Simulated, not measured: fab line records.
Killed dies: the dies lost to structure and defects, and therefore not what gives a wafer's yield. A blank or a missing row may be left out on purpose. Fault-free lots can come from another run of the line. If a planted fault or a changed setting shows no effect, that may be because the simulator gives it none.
Chamber matching || flow sky130 || 4 sister chambers for SKY_CONTACT_ETCH_17 on rieDiel-01
The step etches SiO2 in C4F8/O2/Ar, stops on Si3N4, target depth 340 nm. 7 wafers are shown with their chamber, then 7 later ones without.

EACH WAFER AND ITS CHAMBER
{"wafer": "L088.3", "chamber": 0, "oesProductAu (a.u.)": 0.886, "chamberPressureMTorr (mTorr)": 40.02}
{"wafer": "L087.5", "chamber": 3, "oesProductAu (a.u.)": 0.898, "chamberPressureMTorr (mTorr)": 40.06}
{"wafer": "L089.1", "chamber": 1, "oesProductAu (a.u.)": 0.884, "chamberPressureMTorr (mTorr)": 40.01}
{"wafer": "L089.3", "chamber": 3, "oesProductAu (a.u.)": 0.893, "chamberPressureMTorr (mTorr)": 40.01}
{"wafer": "L089.6", "chamber": 2, "oesProductAu (a.u.)": 0.887, "chamberPressureMTorr (mTorr)": 40.04}
{"wafer": "L091.2", "chamber": 2, "oesProductAu (a.u.)": 0.882, "chamberPressureMTorr (mTorr)": 40.09}
{"wafer": "L091.5", "chamber": 1, "oesProductAu (a.u.)": 0.894, "chamberPressureMTorr (mTorr)": 39.97}

WAFERS MISSING THEIR CHAMBER
{"wafer": "L091.6", "oesProductAu (a.u.)": 0.895, "chamberPressureMTorr (mTorr)": 40.04}
{"wafer": "L092.4", "oesProductAu (a.u.)": 0.882, "chamberPressureMTorr (mTorr)": 39.97}
{"wafer": "L092.5", "oesProductAu (a.u.)": 0.891, "chamberPressureMTorr (mTorr)": 39.97}
{"wafer": "L092.6", "oesProductAu (a.u.)": 0.892, "chamberPressureMTorr (mTorr)": 40.00}
{"wafer": "L094.3", "oesProductAu (a.u.)": 0.891, "chamberPressureMTorr (mTorr)": 39.96}
{"wafer": "L094.4", "oesProductAu (a.u.)": 0.892, "chamberPressureMTorr (mTorr)": 39.99}
{"wafer": "L094.5", "oesProductAu (a.u.)": 0.901, "chamberPressureMTorr (mTorr)": 39.95}

THE CHAMBER EACH PASSED THROUGH
{"wafer": "L091.6", "from the rows above": "can't be placed: 3 or 0 or 1", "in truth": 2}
{"wafer": "L092.4", "from the rows above": "can't be placed: 1 or 0 or 2 or 3", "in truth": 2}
{"wafer": "L092.5", "from the rows above": "can't be placed: 1 or 0 or 3", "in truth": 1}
{"wafer": "L092.6", "from the rows above": "can't be placed: 1 or 3 or 0 or 2", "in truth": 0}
{"wafer": "L094.3", "from the rows above": "can't be placed: 1 or 0 or 3", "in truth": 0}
{"wafer": "L094.4", "from the rows above": "can't be placed: 1 or 0 or 3", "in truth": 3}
{"wafer": "L094.5", "from the rows above": "can't be placed: 1 or 3 or 0", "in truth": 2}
0 of 7 placed correctly. Not placeable from these rows: 7 (in 5, the candidates include the true chamber). Number placed wrongly: 0.
How it was worked out, from the rows above alone: a wafer's distance from a chamber is the root of the sum, over the readings, of the square of ((its reading less the chamber's mean) divided by the reading's scatter). The wafer belongs to the nearest chamber; if the next one is less than 2 further off, it can't be placed. Each chamber's mean is taken over the wafers shown for it. The scatter is the square root of a quotient: the sum, over the shown wafers, of each reading's squared deviation from its chamber's mean, divided by wafers minus chambers.
